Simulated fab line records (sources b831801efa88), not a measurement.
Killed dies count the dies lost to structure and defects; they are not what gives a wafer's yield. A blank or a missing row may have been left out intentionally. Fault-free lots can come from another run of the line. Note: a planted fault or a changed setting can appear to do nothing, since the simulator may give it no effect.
2 desks looking at one fault | flow gf180mcu | each desk holds nothing but its own numbers, with what lay behind them at the end

== DESK OF THE TOOL OWNER: rtp-anneal-02 ==
The tool's own readings at GF_SALICIDE_RTA_08 (time 30 s): means of the sampled wafers that have a number, for each lot that ran on this tool. Marked OUT: a lot whose mean sits more than 4 standard deviations from the usual mean, which makes it out of limits; the brackets give that distance.
Columns: A = anneal-temp-c-max at GF_SALICIDE_RTA_08, usual 804.4; B = lamp-power-pct at GF_SALICIDE_RTA_08, usual 19.0 %; C = run-length-s at GF_SALICIDE_RTA_08, usual 58.66 s; D = wafer_temp_C_max at GF_SALICIDE_RTA_08, usual 803.8
lot  | first seen here | A     | B    | C               | D
L444 | day 18 08:49    | 804.6 | 17.5 | 73.40 (+87) OUT | 804.6
L445 | day 18 20:45    | 804.7 | 17.4 | 73.40 (+87) OUT | 803.5
L456 | day 22 15:51    | 804.6 | 17.4 | 58.68           | 804.4
Finding of this desk: L444, L445 out of limits; the first was L444 at day 18 08:49, on run-length-s at GF_SALICIDE_RTA_08. L456 stayed within limits.

== FROM THE METROLOGY DESK ==
What the gauges read, lot by lot, whatever tool the lot ran on: means of the sampled wafers that have a number. Marked OUT: a lot whose mean sits more than 4 standard deviations from the usual mean, which makes it out of limits; the brackets give that distance.
Columns: A = SAB_OVL at GF_SAB_OVL_MEAS_10, usual 1.0 nm; B = SALICIDE_TIN_RS at GF_SALICIDE_RS_MEAS_04, usual 16.4 ohm/sq; C = SALICIDE_TIN_THK at GF_SALICIDE_THK_MEAS_05, usual 19.96 nm
lot  | first seen here | A    | B    | C
L436 | day 15 12:29    | 1.9  | 16.3 | 20.16
L444 | day 18 07:59    | 2.2  | 16.5 | 19.88
L445 | day 18 19:53    | -0.8 | 16.3 | 20.05
L454 | day 22 02:29    | 3.7  | 16.6 | 19.83
L455 | day 22 09:29    | 1.6  | 16.6 | 19.88
L456 | day 22 15:02    | -0.2 | 16.7 | 19.86
This desk's verdict: no lot among the 6 shows anything out of limits.

== ALL TOGETHER ==
On L444, L445, at day 18 08:49, an alarm was possible from the tool owner's desk.
From the metrology desk's view, nothing was out of limits.
The metrology desk has L444, L445 on record, within its limits.
On rtp-anneal-02, each named lot ran GF_SALICIDE_RTA_08.

== WHAT WAS PUT IN BY THE SIMULATOR ==
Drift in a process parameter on rtp-anneal-02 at GF_SALICIDE_RTA_08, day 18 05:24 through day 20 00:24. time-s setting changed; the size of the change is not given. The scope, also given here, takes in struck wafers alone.
Lots struck among those shown: L444, L445.
Time in hours from fault onset to the first out-of-limits reading at each desk: the tool owner's desk, 3.
